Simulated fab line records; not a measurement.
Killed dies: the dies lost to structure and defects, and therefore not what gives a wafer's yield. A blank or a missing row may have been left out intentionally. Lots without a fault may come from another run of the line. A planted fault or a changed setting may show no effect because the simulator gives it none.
Which of the tools did it? -- flow gf180mcu -- Sampling: 13 lots, 39 wafers, 4 of 602 route steps

== WHAT THE GAUGES SHOWED, per wafer ==
GF_HV_LDD_CD_MEAS_46: target cd 400 nm.
lot,measured,on,cdNm (nm)
L955,day 12 06:35,cdSem-01,397.8 397.4 399.1
L957,day 13 05:26,cdSem-01,399.6 399.1 401.3
L960,day 14 03:38,cdSem-01,397.7 398.3 397.6
L964,day 15 20:57,cdSem-02,- - -
L965,day 16 14:55,cdSem-02,399.8 398.0 399.4
L968,day 17 08:54,cdSem-02,398.5 401.2 402.0
L969,day 18 04:32,cdSem-02,400.9 403.2 403.9
L972,day 18 21:05,cdSem-02,399.7 399.4 397.2
L971,day 18 22:20,cdSem-01,401.1 399.6 401.8
L973,day 19 04:50,cdSem-02,399.0 400.5 399.0
L976,day 19 18:53,cdSem-02,402.4 401.1 399.4
L975,day 19 20:43,cdSem-01,397.2 397.0 400.2
L977,day 20 11:58,cdSem-01,405.4 401.6 402.2

GF_HV_LDD_TW_MEAS_50.
lot,measured,on,HV_LDD_4_TW
L955,day 12 06:59,filmMetro-01,570.6 573.9 571.3
L957,day 13 05:50,filmMetro-01,569.2 568.6 570.0
L960,day 14 04:02,filmMetro-03,574.0 574.2 573.4
L964,day 15 21:20,filmMetro-04,30.1 30.0 30.1
L965,day 16 15:18,filmMetro-03,569.9 568.5 569.5
L968,day 17 09:17,filmMetro-01,567.5 570.3 566.7
L969,day 18 04:56,filmMetro-01,570.2 569.4 570.9
L972,day 18 21:29,filmMetro-01,573.9 572.1 567.6
L971,day 18 22:44,filmMetro-03,573.9 570.1 570.9
L973,day 19 05:14,filmMetro-01,567.8 568.4 572.0
L976,day 19 19:17,filmMetro-03,571.8 570.1 570.6
L975,day 19 21:05,filmMetro-04,571.8 569.5 567.3
L977,day 20 12:22,filmMetro-03,576.8 576.8 573.6

== WHICH TOOL RAN EACH LOT (tool, then ch and the chambers of the sampled wafers, then the start) ==
lot,GF_STI_CMP_25,GF_HV_LDD_EXPOSE_43
L955,"cmp-01 ch 0,2,3, day 2 09:07","ilineStepper-02 ch 0, day 11 21:22"
L957,"cmp-02 ch 0,2,3, day 2 19:04","ilineStepper-02 ch 0, day 12 19:43"
L960,"cmp-02 ch 0,1, day 3 10:32","ilineStepper-01 ch 0, day 13 17:29"
L964,"cmp-01 ch 0,2,3, day 4 09:02","ilineStepper-01 ch 0, day 15 10:29"
L965,"cmp-01 ch 0,1,2, day 4 17:26","ilineStepper-02 ch 0, day 16 04:38"
L968,"cmp-02 ch 0,3, day 5 08:17","ilineStepper-01 ch 0, day 16 22:13"
L969,"cmp-01 ch 0,2,3, day 5 16:25","ilineStepper-01 ch 0, day 17 16:37"
L972,"cmp-01 ch 0,1,2, day 6 04:15","ilineStepper-02 ch 0, day 18 09:28"
L971,"cmp-02 ch 1,2,3, day 6 04:21","ilineStepper-02 ch 0, day 18 10:47"
L973,"cmp-02 ch 1,3, day 6 12:51","ilineStepper-01 ch 0, day 18 17:19"
L976,"cmp-01 ch 0,2, day 6 21:53","ilineStepper-01 ch 0, day 19 06:54"
L975,"cmp-02 ch 0,1,3, day 6 21:59","ilineStepper-01 ch 0, day 19 08:46"
L977,"cmp-01 ch 0,1,2, day 7 08:10","ilineStepper-01 ch 0, day 20 00:31"
- GF_STI_CMP_25: polishes, stops on Si3N4, t overpolish 33 s, target thk 524.6 nm.
- GF_HV_LDD_EXPOSE_43: exposes mask Pplus HV AREA, target cd 400 nm.

== AS READ BY THE TOOLS THEMSELVES (means over the sampled wafers that have a number; for cases with no such wafer, the mark the record gives instead) ==
GF_STI_CMP_25.
lot,tool,motorCurrentA (A),overpolishRunS (s),timeToEndpointS (s)
L955,cmp-01,11.5,33.002,122
L957,cmp-02,11.0,33.005,119
L960,cmp-02,12.4,32.987,121
L964,cmp-01,11.3,33.001,123
L965,cmp-01,12.3,32.996,124
L968,cmp-02,11.5,33.001,129
L969,cmp-01,11.7,32.994,119
L972,cmp-01,12.5,33.010,120
L971,cmp-02,11.2,32.992,128
L973,cmp-02,11.7,33.003,126
L976,cmp-01,11.6,32.995,116
L975,cmp-02,11.9,33.009,123
L977,cmp-01,12.0,32.997,116

== THE ANSWER, worked out from the rows above alone ==
Rule: usual is defined by the lots themselves. The widest of any qualifying gaps counts: lots, ordered by their means at a reading, are off when they make up no more than a third of the lots, leave a main group of 4 or more, and stand apart from it by 3 or more times the standard deviation of that group's means. If all means in a main group match to the digits the tables above print for the reading, that group is not used. Also off: a lot with no number at a reading for which 4 or more lots have one. Where the step has rows for the other lots, those lots are counted as sound. The gauges are gone through in route order, then the tools' own readings, and for those a lot's mean is taken as printed above. At the first step where some lot is off, the reading lying furthest off is the one used; lots without a number count as furthest.
Off, at GF_HV_LDD_CD_MEAS_46 on cdNm: L964. Without a number there: L964. For the main group the mean is 400.0 nm and the standard deviation 1.7.
A tool fits if, at a process step before that reading, it ran every lot that is off, and no sound lot after the first of them. Not tried: the gauges at GF_HV_LDD_CD_MEAS_46; whatever is off there is also off at GF_HV_LDD_TW_MEAS_50, on other tools, and gauge error can't account for it. Of those tried, none fits.

== WHAT THE SIMULATOR HAD PUT IN ==
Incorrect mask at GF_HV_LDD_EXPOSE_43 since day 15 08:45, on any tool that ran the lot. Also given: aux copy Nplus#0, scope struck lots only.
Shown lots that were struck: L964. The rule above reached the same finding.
